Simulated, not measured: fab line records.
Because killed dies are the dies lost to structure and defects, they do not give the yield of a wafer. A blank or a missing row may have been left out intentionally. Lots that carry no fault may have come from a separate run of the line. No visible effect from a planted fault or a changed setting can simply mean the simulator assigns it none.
fab line records -- flow sfqLine -- part 2 of 2: steps 30 to 40 of 40
record lots=5, wafers=15, lastDay=96
route steps=325 shown I1@76 M2@88 I2@103
lots that met no fault: taken from a fault-free run of the same line
startH: the number of hours between the record's first day and the start of the first shown wafer of the lot -- waitH: time in hours since the lot's previous step -- " unchanged from the row above -- L1.1+2: one row covering several wafers at once -- - value missing, or start not given -- * or withheld: withheld -- < > ~ a bound
route shown NAME@n: a module of which the file shows steps, and the number in the route of the first -- usual: mean/standard deviation taken from wafers without a fault -- same: alike in all rows -- chamber/n: place in a boat -- sites: readings site by site -- _std_site: the standard deviation of these -- _edge_site: outer sites' mean less inner sites' -- radiusMm: for every site, how far away it sits from the centre of the wafer -- mask NAME#n: copy n -- behind: the last tool/chamber to shape the wafer -- hold: the reason the lot was held/the length of the hold in hours/how it ended -- device: transistor that didn't switch, given as n, p or np -- end of line: the same wafers' tests at the end of the route -- for a step that has no rows: nothing shown but its recipe -- killed: the dies lost at the first sort to structure and to defects; this is not the yield of the wafer -- map: shows each die of a wafer: x if killed, . if not, _ if none is there
set.NAME: the setting that was run; set.NAME@STEP: the one run at that earlier step -- model.NAME: the simulator's own value behind a step, which no gauge read
a table for each step, a row for each wafer; lots at some steps of the route
services: the hour from which a tool's chamber was out of use, counted from the record's first day as startH (under 0 if before that day), plus the number of hours and why
## steps
# step SFQ_TRILAYER_I2_METRO_MEASURE_065
# usual thkNm=199.9/1.1
lot.wafer,tool,chamber,startH,waitH,thkNm
L076.1,filmMetro-03,-,917.58,0.1,198.4
L076.3,filmMetro-03,-,917.58,0.1,200.4
L076.5,filmMetro-03,-,917.58,0.1,198.3
L077.1,filmMetro-01,-,923.58,0.1,198.1
L077.4,filmMetro-01,-,923.58,0.1,199.0
L077.5,filmMetro-01,-,923.58,0.1,198.9
L082.3,filmMetro-03,-,999.34,0.5,201.4
L082.5,filmMetro-03,-,999.34,0.5,201.3
L082.6,filmMetro-03,-,999.34,0.5,200.5
L086.2,filmMetro-01,-,1042.05,0.3,199.7
L086.4,filmMetro-01,-,1042.05,0.3,199.4
L086.6,filmMetro-01,-,1042.05,0.3,200.0
L090.2,filmMetro-01,-,1065.17,0.3,202.1
L090.3,filmMetro-01,-,1065.17,0.3,200.7
L090.4,filmMetro-01,-,1065.17,0.3,201.4
# step SFQ_TRILAYER_I2_VIA_LITHO_COAT_072
# recipe resist=BARC, spinRpm=3000, resistThkNm=62
lot.wafer,tool,chamber,startH,waitH
L076.1+3+5,lithoTrack-02,0,918.78,1.0
L077.1+4+5,lithoTrack-01,0,924.78,1.0
L082.3+5+6,lithoTrack-02,0,1000.24,0.7
L086.2+4+6,lithoTrack-02,0,1043.10,0.8
L090.2+3+4,lithoTrack-01,0,1066.22,0.8
# step SFQ_TRILAYER_I2_VIA_LITHO_COAT_067
# recipe resist=KrF, spinRpm=3000, resistThkNm=650
lot.wafer,tool,chamber,startH,waitH
L076.1+3+5,lithoTrack-02,0,919.08,0.2
L077.1+4+5,lithoTrack-01,0,925.08,0.2
L082.3+5+6,lithoTrack-02,0,1000.54,0.2
L086.2+4+6,lithoTrack-02,0,1043.40,0.2
L090.2+3+4,lithoTrack-01,0,1066.52,0.2
# step SFQ_TRILAYER_I2_VIA_LITHO_SOFTBAKE_071
# recipe tempC=withheld, timeS=withheld, resist=KrF
lot.wafer,tool,chamber,startH,waitH
L076.1+3+5,lithoTrack-02,0,919.38,0.2
L077.1+4+5,lithoTrack-01,0,925.38,0.2
L082.3+5+6,lithoTrack-02,0,1000.79,0.2
L086.2+4+6,lithoTrack-02,0,1043.67,0.2
L090.2+3+4,lithoTrack-01,0,1066.79,0.2
# step SFQ_TRILAYER_I2_VIA_LITHO_EXPOSE_068
# recipe maskId=I2, na=0.6, sourceShape=conventional, sigmaOuter=0.65, targetCdNm=500, doseMj=21.3
# usual exposureDoseMJCm2=21.298/0.023
lot.wafer,tool,chamber,startH,waitH,mask,exposureDoseMJCm2
L076.1,krfScanner-01,0,1069.37,-,I2#0,21.267
L076.3,krfScanner-01,0,1069.37,-,I2#0,21.267
L076.5,krfScanner-01,0,1069.37,-,I2#0,21.285
L077.1,krfScanner-01,0,1075.37,-,I2#0,21.278
L077.4,krfScanner-01,0,1075.37,-,I2#0,21.328
L077.5,krfScanner-01,0,1075.37,-,I2#0,21.311
L082.3,krfScanner-01,0,1146.01,-,I2#0,21.267
L082.5,krfScanner-01,0,1146.01,-,I2#0,21.296
L082.6,krfScanner-01,0,1146.01,-,I2#0,21.292
L086.2,krfScanner-02,0,1186.73,-,I2#0,21.304
L086.4,krfScanner-02,0,1186.73,-,I2#0,21.284
L086.6,krfScanner-02,0,1186.73,-,I2#0,21.294
L090.2,krfScanner-02,0,1209.53,-,I2#0,21.273
L090.3,krfScanner-02,0,1209.53,-,I2#0,21.304
L090.4,krfScanner-02,0,1209.53,-,I2#0,21.301
# step SFQ_TRILAYER_I2_VIA_LITHO_PEB_070
# recipe pebTempC=115, pebTimeS=60, resist=KrF
lot.wafer,tool,chamber,startH,waitH
L076.1+3+5,lithoTrack-04,0,1070.57,1.0
L077.1+4+5,lithoTrack-01,0,1076.57,1.0
L082.3+5+6,lithoTrack-02,0,1146.86,0.7
L086.2+4+6,lithoTrack-04,0,1187.76,0.8
L090.2+3+4,lithoTrack-04,0,1210.56,0.8
# step SFQ_TRILAYER_I2_VIA_LITHO_DEVELOP_069
# recipe timeS=60, resist=KrF
lot.wafer,tool,chamber,startH,waitH
L076.1+3+5,lithoTrack-04,0,1070.72,0.1
L077.1+4+5,lithoTrack-01,0,1076.72,0.1
L082.3+5+6,lithoTrack-02,0,1147.01,0.1
L086.2+4+6,lithoTrack-04,0,1187.91,0.1
L090.2+3+4,lithoTrack-04,0,1210.71,0.1
# step SFQ_I2_OVL_MEAS_918
# usual I2_OVL=0/5.4
lot.wafer,tool,chamber,startH,waitH,I2_OVL[nm]
L076.1,overlay-01,-,1070.87,0.1,-6
L076.3,overlay-01,-,1070.87,0.1,-7
L076.5,overlay-01,-,1070.87,0.1,-1
L077.1,overlay-02,-,1076.87,0.1,-4
L077.4,overlay-02,-,1076.87,0.1,2
L077.5,overlay-02,-,1076.87,0.1,-4
L082.3,overlay-02,-,1147.12,0.1,7
L082.5,overlay-02,-,1147.12,0.1,10
L082.6,overlay-02,-,1147.12,0.1,0
L086.2,overlay-01,-,1188.04,0.1,-6
L086.4,overlay-01,-,1188.04,0.1,1
L086.6,overlay-01,-,1188.04,0.1,-1
L090.2,overlay-01,-,1210.84,0.1,7
L090.3,overlay-01,-,1210.84,0.1,7
L090.4,overlay-01,-,1210.84,0.1,4
# step SFQ_TRILAYER_I2_VIA_BARC_OPEN_VIA_ETCH_096
# recipe maskMaterial=PR, chemistry=O2, targetDepthNm=125, target=BARC, sourceW=500, biasW=80, pressureMtorr=30, timeS=41.7
# usual drypumpMotorCurrentA=5.8/0.5, oesProductAu=0.685/0.0046
lot.wafer,tool,chamber,startH,waitH,drypumpMotorCurrentA,oesProductAu,rfHoursCounterH
L076.1,rieDiel-01,2,1070.90,0.0,5.4,0.690,9
L076.3,rieDiel-01,3,1070.90,0.0,5.2,0.678,9
L076.5,rieDiel-01,2,1070.90,0.0,5.4,0.684,-
L077.1,rieDiel-02,0,1076.90,0.0,6.7,0.688,5
L077.4,rieDiel-02,2,1076.90,0.0,6.2,0.690,1
L077.5,rieDiel-02,1,1076.90,0.0,5.6,0.689,-
L082.3,rieDiel-02,1,1147.14,0.0,5.6,0.683,7
L082.5,rieDiel-02,3,1147.14,0.0,5.5,0.682,-
L082.6,rieDiel-02,1,1147.14,0.0,5.5,0.687,-
L086.2,rieDiel-01,0,1188.07,0.0,5.9,0.687,8
L086.4,rieDiel-01,0,1188.07,0.0,5.9,0.681,-
L086.6,rieDiel-01,3,1188.07,0.0,5.2,0.686,-
L090.2,rieDiel-01,1,1210.87,0.0,6.2,0.685,3
L090.3,rieDiel-01,2,1210.87,0.0,5.4,0.674,11
L090.4,rieDiel-01,3,1210.87,0.0,5.2,0.681,12
# step SFQ_TRILAYER_I2_VIA_ETCH_VIA_ETCH_070
# recipe target=SiO2, stopOn=Nb, maskMaterial=PR, taperDeg=20, chemistry=CHF3, targetDepthNm=260, sourceW=500, biasW=80, pressureMtorr=30, timeS=withheld
# usual drypumpMotorCurrentA=5.8/0.49, oesProductAu=0.854/0.0058
lot.wafer,tool,chamber,startH,waitH,drypumpMotorCurrentA,oesProductAu
L076.1,rieDiel-01,2,1070.94,0.0,5.4,0.848
L076.3,rieDiel-01,3,1070.94,0.0,5.2,0.851
L076.5,rieDiel-01,2,1070.94,0.0,5.4,0.849
L077.1,rieDiel-02,0,1076.94,0.0,6.7,0.851
L077.4,rieDiel-02,2,1076.94,0.0,6.1,0.849
L077.5,rieDiel-02,1,1076.94,0.0,5.6,0.857
L082.3,rieDiel-02,1,1147.18,0.0,5.6,0.856
L082.5,rieDiel-02,3,1147.18,0.0,5.5,0.851
L082.6,rieDiel-02,1,1147.18,0.0,5.6,0.855
L086.2,rieDiel-01,0,1188.11,0.0,5.9,0.850
L086.4,rieDiel-01,0,1188.11,0.0,5.9,0.849
L086.6,rieDiel-01,3,1188.11,0.0,5.2,0.854
L090.2,rieDiel-01,1,1210.91,0.0,6.1,0.860
L090.3,rieDiel-01,2,1210.91,0.0,5.4,0.864
L090.4,rieDiel-01,3,1210.91,0.0,5.2,0.857
# step SFQ_TRILAYER_I2_VIA_STRIP_STRIP_071
# recipe gas=O2, powerW=200, platenTempC=40, overashFraction=0.65, chemistry=O2, pressureMtorr=50
# usual drypumpMotorCurrentA=5.8/0.36, oesProductAu=0.999/0.0094
lot.wafer,tool,chamber,startH,waitH,drypumpMotorCurrentA,oesProductAu,rfHoursCounterH
L076.1,rieMetal-02,0,1071.06,-,5.6,1.001,27
L076.3,rieMetal-02,0,1071.06,-,5.6,1.010,-
L076.5,rieMetal-02,0,1071.06,-,5.6,1.001,-
L077.1,rieMetal-03,0,1077.06,-,6.0,1.006,89
L077.4,rieMetal-03,1,1077.06,-,5.3,0.987,-
L077.5,rieMetal-03,0,1077.06,-,6.0,1.013,-
L082.3,rieMetal-01,0,1147.50,-,5.8,0.998,-
L082.5,rieMetal-01,1,1147.50,-,5.5,0.990,-
L082.6,rieMetal-01,0,1147.50,-,5.8,1.011,-
L086.2,rieMetal-02,0,1188.22,-,5.6,1.007,42
L086.4,rieMetal-02,1,1188.22,-,6.4,0.998,-
L086.6,rieMetal-02,0,1188.22,-,5.6,1.001,-
L090.2,rieMetal-02,1,1211.02,-,6.3,1.003,82
L090.3,rieMetal-02,1,1211.02,-,6.3,1.002,-
L090.4,rieMetal-02,0,1211.02,-,5.6,1.000,-
## services
tool,chamber,startH,hours,kind
krfScanner-01,-,600.52,1.0,pm
krfScanner-01,-,615.34,0.8,pm
krfScanner-01,-,619.08,1.3,pm
rieDiel-01,-,653.36,0.5,repair
krfScanner-01,-,755.06,3.0,pm
krfScanner-01,-,776.06,1.0,pm
krfScanner-01,-,783.06,0.8,pm
krfScanner-01,-,795.81,1.3,pm
rieDiel-01,1,821.87,8.3,repair
rieDiel-01,-,850.10,12.1,repair
rieDiel-01,-,860.36,38.2,repair
rieDiel-01,3,892.82,1.2,repair
krfScanner-01,-,908.61,0.8,repair
rieDiel-01,-,915.98,14.6,pm
krfScanner-01,-,938.83,1.0,pm
krfScanner-01,-,949.44,3.2,repair
krfScanner-01,-,955.00,0.8,pm
krfScanner-01,-,970.82,1.3,pm
krfScanner-01,-,993.85,4.0,pm
krfScanner-01,-,1018.98,0.8,repair
krfScanner-01,-,1022.68,4.4,pm
krfScanner-01,-,1032.69,0.7,repair
rieDiel-01,1,1144.31,11.6,repair
rieDiel-01,2,1164.03,30.1,repair
